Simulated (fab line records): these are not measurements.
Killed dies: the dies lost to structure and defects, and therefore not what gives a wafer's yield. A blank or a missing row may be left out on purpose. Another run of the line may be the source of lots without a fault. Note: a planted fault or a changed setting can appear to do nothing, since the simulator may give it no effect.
Split-lot experiment | flow sfq line | on a route of 325 steps: 5 lots, 23 wafers read

## ON THE SPLIT
At SFQ_TRILAYER_M4_LITHO_PEB_096 (peb time 60 s), the setting peb time s was moved away from the recipe's 60 s on 11 of the 23 wafers read, by -11.6% to +11.8%. The other wafers ran this setting at the recipe's value.

## FROM THE SPLIT TO THE READING: what the file shows between them, 2 steps
- SFQ_TRILAYER_M4_LITHO_DEVELOP_095: time 60 s
- SFQ_TRILAYER_M4_BARC_OPEN_METAL_ETCH_123: etches BARC in O2, target depth 125 nm, time 41.7 s

## THE READING
M4.cd nm (the simulator's own value, which no gauge read), in nm, at SFQ_TRILAYER_M4_ETCH_METAL_ETCH_096 (etches Nb in Cl2/Ar, stops on SiO2, target depth 240 nm, time 120 s). The file does not state a usual value for it. Here, 12 wafers ran the recipe; their average is 499.0 nm with a standard deviation of 0.95 nm.

wafer  | tool, chamber at the split | peb time s as run, s | against the recipe | M4.cd nm, nm | against lot-mates on the recipe
L075.1 | litho track-02, 0          | 60                   | recipe             | 498.4        | -
L075.3 | litho track-02, 0          | 67.07                | +11.8%             | 483.8        | -15.4
L075.4 | litho track-02, 0          | 60                   | recipe             | 500.1        | -
L075.5 | litho track-02, 0          | 67.07                | +11.8%             | 483.8        | -15.4
L075.6 | litho track-02, 0          | 67.07                | +11.8%             | 486.8        | -12.4
L077.1 | litho track-02, 0          | 60                   | recipe             | 497.6        | -
L077.4 | litho track-02, 0          | 60                   | recipe             | 499.3        | -
L077.6 | litho track-02, 0          | 60                   | recipe             | 499.5        | -
L080.1 | litho track-04, 0          | 53.07                | -11.6%             | 516.8        | +18.5
L080.2 | litho track-04, 0          | 53.07                | -11.6%             | 516.8        | +18.5
L080.4 | litho track-04, 0          | 60                   | recipe             | 497.4        | -
L080.5 | litho track-04, 0          | 53.07                | -11.6%             | 518.8        | +20.5
L080.6 | litho track-04, 0          | 60                   | recipe             | 499.2        | -
L081.2 | litho track-04, 0          | 60                   | recipe             | 499.6        | -
L081.3 | litho track-04, 0          | 60                   | recipe             | 500.3        | -
L081.4 | litho track-04, 0          | 60                   | recipe             | 497.9        | -
L081.5 | litho track-04, 0          | 55.6                 | -7.3%              | 510.6        | +11.3
L081.6 | litho track-04, 0          | 55.6                 | -7.3%              | 510.6        | +11.3
L083.1 | litho track-04, 0          | 55.83                | -7.0%              | 509.2        | +9.6
L083.2 | litho track-04, 0          | 60                   | recipe             | 499.1        | -
L083.3 | litho track-04, 0          | 60                   | recipe             | 500.1        | -
L083.4 | litho track-04, 0          | 55.83                | -7.0%              | 511.2        | +11.6
L083.6 | litho track-04, 0          | 55.83                | -7.0%              | 510.4        | +10.8

THE FIT
A straight line over all 23 wafers: M4.cd nm changes by -1.42 nm for each +1% of peb time s; r = -0.99; the points scatter about the line by 1.4 nm.
The same after taking each lot's own level away (the mean of its wafers on the recipe; 23 wafers): -1.44 nm for each +1%; r = -0.99; scatter 1.5 nm.
According to that fit, moving peb time s by its largest amount changes the reading by 17 nm.
Measured against the standard deviation above, the lots' own levels, which go from 498.30 to 499.60 nm, span 1.4 times it.
So the lot-to-lot level changes the slope little: the two slopes agree.
Check: for one of the wafers moved furthest among these (+11.8%), held out of the fit, the line's prediction against its lot-mates is -16.3 nm. It came out at -15.4 nm against them.

## THESE WAFERS: OTHER SPLITS
Other splits were also applied to these wafers ahead of the reading. Each is held against what the fit with the lots' levels taken away leaves over:
other split on the same wafers                    | wafers away from the commonest value | r with M4.cd nm (lot level and that fit taken away)
SFQ_TRILAYER_I3_VIA_BARC_OPEN_VIA_ETCH_121 time s | 9                                    | -0.07
SFQ_TRILAYER_M4_DEP_SPUTTER_091 time s            | 6                                    | +0.22

## THE WHOLE CHAIN: every reading that the file lists as answering this split, in the file's order
step                                     | what it does                                                        | reading                                                   | change (the file's fit)              | r (the file's)
SFQ_TRILAYER_M4_BARC_OPEN_METAL_ETCH_123 | etches BARC in O2, target depth 125 nm, time 41.7 s                 | M4.cd nm (the simulator's own value, which no gauge read) | -1.4 nm for each +1% of the setting  | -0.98
SFQ_TRILAYER_M4_ETCH_METAL_ETCH_096      | etches Nb in Cl2/Ar, stops on SiO2, target depth 240 nm, time 120 s | M4.cd nm (the simulator's own value, which no gauge read) | -1.47 nm for each +1% of the setting | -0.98

## THE FILE'S OWN FIT
M4.cd nm changes by -1.47 nm for each +1% of peb time s, r = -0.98.
